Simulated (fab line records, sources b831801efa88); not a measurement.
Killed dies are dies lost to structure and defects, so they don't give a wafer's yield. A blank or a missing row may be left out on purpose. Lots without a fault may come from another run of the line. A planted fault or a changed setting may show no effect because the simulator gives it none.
fab line records | flow sfq_line
record lots=15 wafers=45 last_day=75
route steps=325 shown L0V@16 M3@119 I4@165
lots that met no fault: from a run of the same line without faults
start_h: hours from the record's first day to the start of the lot's first wafer shown | wait_h: hours since the lot's step before | " the same as in the row above | L1.1+2: a row that stands for several wafers | - no value, or no start given | * or withheld: withheld | < > ~ a bound
route shown NAME@n: a module of which the file shows steps, and the number in the route of the first | usual: mean/standard deviation of fault-free wafers | same: alike in all rows | chamber/n: place in a boat | sites: the reading at each site | _std_site: their standard deviation | _edge_site: outer sites' mean less inner sites' | radius_mm: how far each site lies from the wafer's centre | mask NAME#n: copy n | behind: the tool/chamber that last shaped the wafer | hold: why the lot was held/for how many hours/how that ended | device: the transistor (n, p or np) that didn't switch | end of line: the same wafers' tests at the end of the route | a step without rows: its recipe alone | killed: dies lost to structure and defects at the first sort, not the wafer's yield | map: a wafer's dies, x killed, . not, _ none there
set.NAME: the setting as run; set.NAME@STEP: as run at that earlier step | model.NAME: the simulator's own value behind a step, which no gauge read
steps of the route over a sample of lots; a table a step, a row a wafer
services: from which hour (start_h, from the record's first day; less than 0 if before it) a tool's chamber was out of use, for how many hours, and why
## steps
# step SFQ_TRILAYER_L0_CAP_PECVD_011
# recipe material=SiO2 temp_c=150 time_s=13.333 pressure_torr=2.4 rf_w=183.3 precursor=SiH4/N2O target_thk_nm=60
# usual heater_power_w=86/15 throttle_valve_pct=24.8/1.1
# same time_s=13.333
# columns lot.wafer tool chamber start_h wait_h heater_power_w throttle_valve_pct
L732.4 pecvd-02 0 62.71 0.0 90 25.2
L732.5 " 2 " " 120 26.1
L732.6 " 1 " " 67 24.6
L735.1 pecvd-04 0 78.30 0.0 80 24.6
L735.2 " 1 " " 81 23.3
L735.5 " 2 " " 62 21.9
L737.2 pecvd-04 1 91.60 0.0 90 23.8
L737.3 " 0 " " 78 24.5
L737.5 " 1 " " 93 23.8
L738.3 pecvd-04 1 96.40 0.0 83 24.0
L738.4 " 2 " " 70 21.8
L738.5 " 0 " " 78 24.8
L740.1 pecvd-03 0 107.20 0.0 100 25.3
L740.3 " 1 " " 63 24.6
L740.6 " 2 " " 94 26.4
L743.1 pecvd-03 0 122.80 0.0 100 25.3
L743.2 " 1 " " 77 24.5
L743.3 " 2 " " 102 26.3
L744.2 pecvd-02 1 127.60 0.0 80 24.8
L744.4 " 0 " " 87 25.1
L744.6 " 2 " " 110 26.2
L745.2 pecvd-02 0 131.90 0.0 80 25.1
L745.4 " 2 " " 116 26.4
L745.5 " 0 " " 83 25.1
L746.1 pecvd-03 2 137.20 0.0 93 26.2
L746.4 " 1 " " 77 24.5
L746.6 " 0 " " 88 25.4
L747.2 pecvd-04 0 140.80 0.0 83 25.0
L747.5 " 1 " " 92 23.7
L747.6 " 2 " " 63 22.4
L748.1 pecvd-02 0 146.80 0.0 85 25.1
L748.3 " 2 " " 119 26.2
L748.5 " 2 " " 123 26.2
L751.1 pecvd-02 0 163.76 0.0 86 25.1
L751.3 " 1 " " 81 25.0
L751.6 " 0 " " 88 25.1
L752.1 pecvd-03 0 166.00 0.0 86 25.4
L752.3 " 2 " " 96 25.9
L752.6 " 0 " " 86 25.6
L753.1 pecvd-04 2 173.46 0.0 62 22.3
L753.4 " 2 " " 61 21.9
L753.5 " 1 " " 86 24.0
L754.1 pecvd-03 1 177.06 0.0 68 24.6
L754.2 " 2 " " 100 26.2
L754.3 " 0 " " 96 25.3
# step SFQ_TRILAYER_M3_DEP_SPUTTER_073
# recipe material=Nb base_pressure_pa=1.33e-06 chamber_pressure_pa=0.1333 substrate_temp_c=20 resputter_cathode_voltage_v=400 target_thk_nm=200 power_w=2000 time_s=133.3
# usual base_pressure_pa=1.33e-06/9.1e-08 cathode_dc_power_W=2000.0/0.39 chamber_pressure_pa=0.13331/0.00027 resputter_cathode_voltage_v=400/3.7 throttle_valve_pct=30.6/0.99 time_s=133.3/0
# columns lot.wafer tool chamber start_h wait_h base_pressure_pa cathode_dc_power_W chamber_pressure_pa resputter_cathode_voltage_v throttle_valve_pct time_s
L732.4 pvd_sputter-06 - 602.78 0.0 1.34e-06 2000.3 0.13367 400 31.0 133.3
L732.5 " - " " 1.12e-06 1999.9 0.13351 394 31.0 133.3
L732.6 " - " " 1.51e-06 1999.3 0.13296 397 31.3 133.3
L735.1 pvd_sputter-05 - 626.86 0.0 1.34e-06 1999.8 0.13317 401 31.0 133.3
L735.2 " - " " 1.37e-06 1999.7 0.13325 404 30.8 133.3
L735.5 " - " " 1.45e-06 1999.6 0.13349 395 29.9 133.3
L737.2 pvd_sputter-05 - 648.46 0.0 1.33e-06 2000.1 0.13327 400 30.9 133.3
L737.3 " - " " 1.41e-06 2000.2 0.13304 403 31.1 133.3
L737.5 " - " " 1.18e-06 1999.5 0.13285 401 30.1 133.3
L738.3 pvd_sputter-06 - 653.26 0.0 1.4e-06 2000.3 0.13311 401 31.2 133.3
L738.4 " - " " 1.4e-06 2000.9 0.13338 402 31.1 133.3
L738.5 " - " " 1.21e-06 2000.0 0.13372 403 32.8 133.3
L740.1 pvd_sputter-05 - 680.81 0.0 1.38e-06 2000.5 0.13364 405 31.1 133.3
L740.3 " - " " 1.45e-06 2000.2 0.13307 395 30.9 133.3
L740.6 " - " " 1.26e-06 2000.3 0.13303 394 31.0 133.3
L743.1 pvd_sputter-05 - 724.75 0.0 1.4e-06 2000.0 0.13334 405 31.2 133.3
L743.2 " - " " 1.34e-06 2000.6 0.13326 403 30.0 133.3
L743.3 " - " " 1.35e-06 1999.9 0.13359 401 30.6 133.3
L744.2 pvd_sputter-03 - 746.13 0.0 1.41e-06 2000.3 0.13336 404 29.7 133.3
L744.4 " - " " 1.47e-06 1999.8 0.13363 400 29.5 133.3
L744.6 " - " " 1.29e-06 2000.1 0.13369 398 29.8 133.3
L745.2 pvd_sputter-03 - 758.98 0.0 1.33e-06 1999.8 0.13287 398 29.0 133.3
L745.4 " - " " 1.24e-06 1999.9 0.13335 406 28.6 133.3
L745.5 " - " " 1.36e-06 2000.1 0.13317 406 28.4 133.3
L746.1 pvd_sputter-06 - 761.38 0.0 - - - - - -
L746.4 " - " " - - - - - -
L746.6 " - " " - - - - - -
L747.2 pvd_sputter-03 - 763.78 0.0 - - - - - -
L747.5 " - " " - - - - - -
L747.6 " - " " - - - - - -
L748.1 pvd_sputter-03 - 781.78 0.0 - - - - - -
L748.3 " - " " - - - - - -
L748.5 " - " " - - - - - -
L751.1 pvd_sputter-05 - 810.58 0.0 1.4e-06 2000.0 0.13338 405 30.1 133.3
L751.3 " - " " 1.32e-06 1999.8 0.13312 400 31.0 133.3
L751.6 " - " " 1.21e-06 1999.6 0.13324 401 30.0 133.3
L752.1 pvd_sputter-06 - 823.78 0.0 1.19e-06 2000.3 0.13357 398 31.3 133.3
L752.3 " - " " 1.31e-06 2000.4 0.13301 398 30.8 133.3
L752.6 " - " " 1.39e-06 2000.4 0.13348 407 32.3 133.3
L753.1 pvd_sputter-06 - 834.58 0.0 1.43e-06 2000.7 0.13297 400 32.3 133.3
L753.4 " - " " 1.33e-06 1999.8 0.13345 396 30.9 133.3
L753.5 " - " " 1.36e-06 1999.8 0.1331 397 31.1 133.3
L754.1 pvd_sputter-06 - 847.78 0.0 1.39e-06 1999.8 0.13338 398 31.1 133.3
L754.2 " - " " 1.12e-06 2000.1 0.13306 394 31.1 133.3
L754.3 " - " " 1.22e-06 2000.5 0.13348 410 32.6 133.3
# step SFQ_M3_RS_MEAS_919
# recipe thk_meas_gauge=four-point-probe reads=Nb_of_TRILAYER_M3_DEP_SPUTTER_073
# usual M3_NB_RS=0.890/0.0095
# columns lot.wafer tool chamber start_h wait_h M3_NB_RS[ohm/sq]
L732.4 film_metro-04 - 602.93 0.1 0.905
L732.5 " - " " 0.907
L732.6 " - " " 0.901
L735.1 film_metro-02 - 626.95 0.0 0.883
L735.2 " - " " 0.891
L735.5 " - " " 0.874
L737.2 film_metro-04 - 648.57 0.1 0.902
L737.3 " - " " 0.894
L737.5 " - " " 0.886
L738.3 film_metro-01 - 653.39 0.1 0.876
L738.4 " - " " 0.886
L738.5 " - " " 0.876
L740.1 film_metro-02 - 680.99 0.1 0.895
L740.3 " - " " 0.910
L740.6 " - " " 0.901
L743.1 film_metro-01 - 724.84 0.0 0.890
L743.2 " - " " 0.886
L743.3 " - " " 0.901
L744.2 film_metro-02 - 746.24 0.1 0.873
L744.4 " - " " 0.874
L744.6 " - " " 0.875
L745.2 film_metro-01 - 759.09 0.1 0.901
L745.4 " - " " 0.898
L745.5 " - " " 0.902
L746.1 film_metro-02 - 761.47 0.0 -
L746.4 " - " " -
L746.6 " - " " -
L747.2 film_metro-02 - 763.89 0.1 -
L747.5 " - " " -
L747.6 " - " " -
L748.1 film_metro-02 - 781.87 0.0 -
L748.3 " - " " -
L748.5 " - " " -
L751.1 film_metro-02 - 810.67 0.0 0.894
L751.3 " - " " 0.894
L751.6 " - " " 0.896
L752.1 film_metro-02 - 823.87 0.0 0.890
L752.3 " - " " 0.890
L752.6 " - " " 0.882
L753.1 film_metro-02 - 834.67 0.0 0.889
L753.4 " - " " 0.901
L753.5 " - " " 0.896
L754.1 film_metro-04 - 847.87 0.0 0.881
L754.2 " - " " 0.873
L754.3 " - " " 0.874
# step SFQ_M3_OVL_MEAS_921
# usual M3_OVL=-1/6.6
# columns lot.wafer tool chamber start_h wait_h M3_OVL[nm]
L732.4 overlay-02 - 666.03 0.1 -5
L732.5 " - " " -1
L732.6 " - " " -3
L735.1 overlay-01 - 691.01 0.1 -15
L735.2 " - " " -1
L735.5 " - " " -14
L737.2 overlay-01 - 707.37 0.1 9
L737.3 " - " " -1
L737.5 " - " " 2
L738.3 overlay-01 - 712.18 0.1 2
L738.4 " - " " 10
L738.5 " - " " -1
L740.1 overlay-01 - 737.32 0.1 -5
L740.3 " - " " -14
L740.6 " - " " -13
L743.1 overlay-02 - 785.33 0.1 -8
L743.2 " - " " -4
L743.3 " - " " -1
L744.2 overlay-01 - 808.24 0.1 13
L744.4 " - " " 9
L744.6 " - " " 4
L745.2 overlay-01 - 817.84 0.1 1
L745.4 " - " " 0
L745.5 " - " " 1
L746.1 overlay-01 - 819.03 0.1 -7
L746.4 " - " " -5
L746.6 " - " " -8
L747.2 overlay-01 - 820.24 0.1 10
L747.5 " - " " 6
L747.6 " - " " 8
L748.1 overlay-02 - 837.03 0.1 -5
L748.3 " - " " 3
L748.5 " - " " -1
L751.1 overlay-01 - 864.43 0.1 -5
L751.3 " - " " -8
L751.6 " - " " -1
L752.1 overlay-02 - 877.31 0.1 -6
L752.3 " - " " -7
L752.6 " - " " -1
L753.1 overlay-02 - 893.46 0.1 1
L753.4 " - " " 5
L753.5 " - " " 3
L754.1 overlay-02 - 907.86 0.1 -6
L754.2 " - " " -3
L754.3 " - " " -10
# step SFQ_TRILAYER_M3_ETCH_METAL_ETCH_078
# recipe target=Nb stop_on=SiO2 mask_material=PR chemistry=Cl2/Ar target_depth_nm=240 icp_w=600 bias_w=80 pressure_mtorr=10 time_s=120
# usual drypump_motor_current_A=5.9/0.34 he_backside_leak_sccm=3.50/0.23 oes_product_au=0.894/0.0072
# same time_s=120
# columns lot.wafer tool chamber start_h wait_h drypump_motor_current_A he_backside_leak_sccm oes_product_au rf_hours_counter_h
L732.4 rie_metal-02 1 666.15 0.1 6.2 3.67 0.883 -
L732.5 " 0 " " 5.6 3.30 0.880 -
L732.6 " 1 " " 6.2 3.75 0.887 -
L735.1 rie_metal-04 1 691.11 0.0 5.4 3.63 0.899 24
L735.2 " 0 " " 6.4 3.60 0.882 62
L735.5 " 0 " " 6.4 3.73 0.898 -
L737.2 rie_metal-04 0 707.46 0.0 6.4 3.60 0.889 65
L737.3 " 0 " " 6.4 3.64 0.898 -
L737.5 " 0 " " 6.4 3.60 0.897 -
L738.3 rie_metal-04 0 712.30 0.1 6.4 3.60 0.902 -
L738.4 " 1 " " 5.4 3.53 0.895 -
L738.5 " 0 " " 6.4 3.50 0.904 -
L740.1 rie_metal-04 1 737.42 0.0 5.4 3.60 0.895 32
L740.3 " 1 " " 5.4 3.46 0.876 -
L740.6 " 0 " " 6.4 3.48 0.883 -
L743.1 rie_metal-03 1 785.43 0.0 6.0 3.20 0.892 44
L743.2 " 0 " " 5.8 3.12 0.892 4
L743.3 " 1 " " 6.0 3.06 0.892 -
L744.2 rie_metal-04 0 808.33 0.0 6.4 3.47 0.911 85
L744.4 " 0 " " 6.4 3.36 0.909 -
L744.6 " 0 " " 6.4 3.57 0.906 -
L745.2 rie_metal-03 0 817.93 0.0 5.8 3.31 0.887 10
L745.4 " 1 " " 6.0 3.32 0.888 -
L745.5 " 1 " " 5.9 3.29 0.884 -
L746.1 rie_metal-04 0 819.13 0.0 6.4 3.60 0.369 87
L746.4 " 1 " " 5.5 3.44 0.381 -
L746.6 " 1 " " 5.4 3.49 0.372 -
L747.2 rie_metal-03 1 820.33 0.0 6.0 3.41 0.376 50
L747.5 " 1 " " 6.0 3.32 0.378 -
L747.6 " 0 " " 5.9 3.32 0.377 -
L748.1 rie_metal-02 0 837.13 0.0 5.6 3.42 0.375 118
L748.3 " 1 " " 6.2 4.08 0.374 -
L748.5 " 1 " " 6.3 3.92 0.379 -
L751.1 rie_metal-02 1 864.53 0.0 6.2 3.87 0.890 96
L751.3 " 1 " " 6.2 4.18 0.895 -
L751.6 " 1 " " 6.2 3.67 0.886 -
L752.1 rie_metal-02 1 877.41 0.0 6.2 3.80 0.898 99
L752.3 " 1 " " 6.3 3.45 0.884 -
L752.6 " 0 " " 5.6 3.55 0.897 -
L753.1 rie_metal-02 1 893.56 0.0 6.2 3.66 0.893 101
L753.4 " 1 " " 6.2 3.63 0.885 -
L753.5 " 1 " " 6.2 3.47 0.888 -
L754.1 rie_metal-03 0 907.96 0.0 5.8 3.31 0.903 26
L754.2 " 1 " " 6.0 3.45 0.900 66
L754.3 " 1 " " 5.9 3.27 0.903 -
# step SFQ_I4_BOW_MEAS_927
# recipe mode=bow
# usual I4_BOW=4/9
# columns lot.wafer tool chamber start_h wait_h I4_BOW[um]
L732.4 film_metro-02 - 826.39 1.1 -9
L732.5 " - " " -9
L732.6 " - " " -19
L735.1 film_metro-03 - 853.68 1.5 6
L735.2 " - " " 14
L735.5 " - " " 22
L737.2 film_metro-03 - 871.70 2.0 -5
L737.3 " - " " 4
L737.5 " - " " 3
L738.3 film_metro-02 - 874.72 1.5 11
L738.4 " - " " 8
L738.5 " - " " 9
L740.1 film_metro-02 - 901.33 1.0 -5
L740.3 " - " " -7
L740.6 " - " " -10
L743.1 film_metro-04 - 946.68 2.0 14
L743.2 " - " " 2
L743.3 " - " " 1
L744.2 film_metro-03 - 959.66 2.5 -1
L744.4 " - " " 3
L744.6 " - " " 15
L745.2 film_metro-04 - 974.66 2.0 10
L745.4 " - " " 14
L745.5 " - " " 14
L746.1 film_metro-02 - 979.68 2.0 2
L746.4 " - " " -4
L746.6 " - " " -8
L747.2 film_metro-04 - 982.70 1.5 7
L747.5 " - " " -8
L747.6 " - " " -2
L748.1 film_metro-04 - 1000.68 1.5 4
L748.3 " - " " 4
L748.5 " - " " 2
L751.1 film_metro-02 - 1033.90 2.0 16
L751.3 " - " " 6
L751.6 " - " " 2
L752.1 film_metro-02 - 1048.99 1.0 0
L752.3 " - " " 0
L752.6 " - " " 2
L753.1 film_metro-02 - 1054.99 2.0 17
L753.4 " - " " 2
L753.5 " - " " 13
L754.1 film_metro-04 - 1069.99 1.5 6
L754.2 " - " " 12
L754.3 " - " " 3
## services
# columns tool chamber start_h hours kind
pecvd-03 - 48.38 14.6 pm
pecvd-03 2 71.88 6.3 repair
pecvd-02 - 78.16 3.5 repair
pecvd-02 - 106.89 0.8 repair
rie_metal-02 - 110.28 2.8 pm
rie_metal-02 - 115.61 0.8 repair
pvd_sputter-05 - 130.81 6.6 repair
rie_metal-04 1 156.14 1.6 repair
rie_metal-04 - 205.07 0.6 repair
pvd_sputter-06 - 240.76 1.7 repair
pvd_sputter-06 - 257.24 3.9 repair
rie_metal-04 1 263.21 12.3 repair
pvd_sputter-06 - 388.16 3.8 repair
pvd_sputter-06 - 394.80 20.7 repair
rie_metal-04 - 422.13 2.8 pm
rie_metal-04 0 521.61 29.2 repair
pvd_sputter-06 - 523.67 14.8 repair
rie_metal-04 - 525.75 1.4 pm
pvd_sputter-06 - 616.03 2.8 repair
rie_metal-04 1 756.50 11.4 repair
rie_metal-04 - 768.89 1.1 repair
pvd_sputter-06 - 829.98 2.5 repair
rie_metal-04 1 857.93 4.7 repair
pvd_sputter-06 - 891.68 10.4 repair
## key
first_sign step=SFQ_TRILAYER_M3_DEP_SPUTTER_073 reading=tool_record direction=missing
effect step=SFQ_M3_RS_MEAS_919 reading=M3_NB_RS direction=missing
effect step=SFQ_TRILAYER_M3_ETCH_METAL_ETCH_078 reading=oes_product_au direction=down sigmas=72 usual=0.894 struck=0.375
met_at SFQ_TRILAYER_M3_DEP_SPUTTER_073
struck_lots L746,L747,L748
not_acting_at SFQ_TRILAYER_L0_CAP_PECVD_011,SFQ_M3_OVL_MEAS_921,SFQ_I4_BOW_MEAS_927
onset_between 758.98 761.38
fault kind=skipped_step_whole tool=pvd_sputter-03,pvd_sputter-06 chamber=- onset_h=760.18 steps=SFQ_TRILAYER_M3_DEP_SPUTTER_073 scope=struck_lots_only
